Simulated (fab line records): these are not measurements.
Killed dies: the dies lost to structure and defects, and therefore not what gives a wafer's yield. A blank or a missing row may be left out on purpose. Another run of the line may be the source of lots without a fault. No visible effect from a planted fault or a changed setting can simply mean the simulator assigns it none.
What tool caused it? | flow sky130 | 11 lots, 32 wafers sampled, at 5 steps of a route of 708

WHAT THE GAUGES READ, wafer by wafer
SKY_METAL3_CD_MEAS_13 targets a cd of 300 nm.
lot  | measured     | on        | cd-nm (nm)
L103 | day 38 15:41 | cd-sem-02 | 300.9 301.4 300.1
L104 | day 39 07:19 | cd-sem-01 | 300.1 299.7 300.3
L105 | day 39 10:50 | cd-sem-01 | 300.5 300.7 299.9
L108 | day 40 13:09 | cd-sem-02 | 301.2 301.3 300.1
L110 | day 40 23:47 | cd-sem-01 | 301.5 301.1 299.8
L111 | day 41 07:00 | cd-sem-02 | 299.9 300.2 300.8
L117 | day 43 00:50 | cd-sem-02 | 300.7 301.0 299.9
L120 | day 44 00:39 | cd-sem-01 | 302.1 302.4
L122 | day 44 10:17 | cd-sem-01 | 302.1 302.5 300.5
L123 | day 44 17:16 | cd-sem-01 | 300.3 298.9 300.0
L125 | day 45 08:26 | cd-sem-01 | 301.8 299.9 300.5

SKY_METAL3_OVL_MEAS_14.
lot  | measured     | on         | METAL3_OVL (nm)
L103 | day 38 15:47 | overlay-02 | -1 -1 0
L104 | day 39 07:25 | overlay-01 | -17 -4 -9
L105 | day 39 10:57 | overlay-02 | 1 7 5
L108 | day 40 13:16 | overlay-01 | -7 -1 -1
L110 | day 40 23:55 | overlay-01 | -1 -1 3
L111 | day 41 07:07 | overlay-01 | 4 6 -1
L117 | day 43 00:57 | overlay-01 | 1 3 10
L120 | day 44 00:44 | overlay-01 | 0 -4
L122 | day 44 10:25 | overlay-02 | 3 4 4
L123 | day 44 17:20 | overlay-02 | -3 -5 1
L125 | day 45 08:34 | overlay-01 | 1 1 1

SKY_VIA3_RS_MEAS_22: uses a four-point probe to measure.
lot  | measured     | on            | VIA3_W_RS (ohm/sq)
L103 | day 39 18:56 | film-metro-02 | 0.294 0.283 0.297
L104 | day 40 12:16 | film-metro-03 | 0.300 0.288 0.296
L105 | day 40 14:40 | film-metro-03 | 0.299 0.300 0.304
L108 | day 41 15:35 | film-metro-03 | 0.287 0.292 0.293
L110 | day 42 01:52 | film-metro-04 | 0.303 0.301 0.301
L111 | day 42 09:59 | film-metro-03 | 0.296 0.297 0.298
L117 | day 44 02:52 | film-metro-04 | 0.301 0.253 0.300
L120 | day 45 01:52 | film-metro-04 | 0.255 0.298
L122 | day 45 10:22 | film-metro-02 | 0.296 0.284 0.296
L123 | day 45 17:27 | film-metro-04 | 0.298 0.289 0.296
L125 | day 46 07:55 | film-metro-03 | 0.286 0.292 0.285

SKY_VIA3_THK_MEAS_23: measures by xrf.
lot  | measured     | on            | VIA3_W_THK (nm)
L103 | day 39 19:02 | film-metro-02 | 398 413 398
L104 | day 40 12:22 | film-metro-03 | 383 402 391
L105 | day 40 14:47 | film-metro-03 | 386 385 381
L108 | day 41 15:43 | film-metro-03 | 404 397 395
L110 | day 42 01:59 | film-metro-04 | 380 384 386
L111 | day 42 10:06 | film-metro-03 | 392 391 391
L117 | day 44 02:59 | film-metro-04 | 388 463 391
L120 | day 45 01:58 | film-metro-04 | 455 387
L122 | day 45 10:29 | film-metro-02 | 398 417 396
L123 | day 45 17:32 | film-metro-04 | 389 400 389
L125 | day 46 08:02 | film-metro-03 | 410 400 414

WHICH TOOL RAN EACH LOT (tool, then ch and the chambers of the sampled wafers, then the start)
lot  | SKY_VIA3_CVD_21
L103 | cvd-w-01 ch 0,1, day 39 18:49
L104 | cvd-w-01 ch 0,1, day 40 12:08
L105 | cvd-w-02 ch 0, day 40 14:25
L108 | cvd-w-01 ch 0,1, day 41 15:28
L110 | cvd-w-02 ch 0,1, day 42 01:44
L111 | cvd-w-02 ch 1, day 42 09:52
L117 | cvd-w-02 ch 0, day 44 02:37
L120 | cvd-w-02 ch 0,1, day 45 01:44
L122 | cvd-w-01 ch 0,1, day 45 10:15
L123 | cvd-w-01 ch 0,1, day 45 17:19
L125 | cvd-w-01 ch 0,1, day 46 07:48
- SKY_VIA3_CVD_21: deposits W, target thk 390 nm, time 117.31 s.

AS READ BY THE TOOLS THEMSELVES (means over the sampled wafers that have a number; for cases with no such wafer, the mark the record gives instead)
SKY_VIA3_CVD_21.
lot  | tool     | heater-power-w (W)
L103 | cvd-w-01 | 861
L104 | cvd-w-01 | 868
L105 | cvd-w-02 | 784
L108 | cvd-w-01 | 856
L110 | cvd-w-02 | 785
L111 | cvd-w-02 | 781
L117 | cvd-w-02 | 802
L120 | cvd-w-02 | 778
L122 | cvd-w-01 | 866
L123 | cvd-w-01 | 854
L125 | cvd-w-01 | 830

THE ANSWER, worked out from the rows above alone
Rule: usual is defined by the lots themselves. Put in order of their means at a reading, lots are off if they are a third of the lots or fewer, leave a main group of 4 or more, and stand apart from it by a gap of 3 or more times the standard deviation of the main group's means; of several such gaps the widest counts. The tables above print the reading to a certain number of digits; a main group whose means all agree to those digits is not used. Also off: a lot with no number at a reading for which 4 or more lots have one. All remaining lots with rows at the step are treated as sound. The gauges are gone through in route order, then the tools' own readings, and for those a lot's mean is taken as printed above. The first step at which some lot is off is used, and at that step the reading that is off furthest; a lot without a number counts as furthest.
None of the lots is off at any reading shown; this tells nothing.

WHAT HAD BEEN PUT IN BY THE SIMULATOR
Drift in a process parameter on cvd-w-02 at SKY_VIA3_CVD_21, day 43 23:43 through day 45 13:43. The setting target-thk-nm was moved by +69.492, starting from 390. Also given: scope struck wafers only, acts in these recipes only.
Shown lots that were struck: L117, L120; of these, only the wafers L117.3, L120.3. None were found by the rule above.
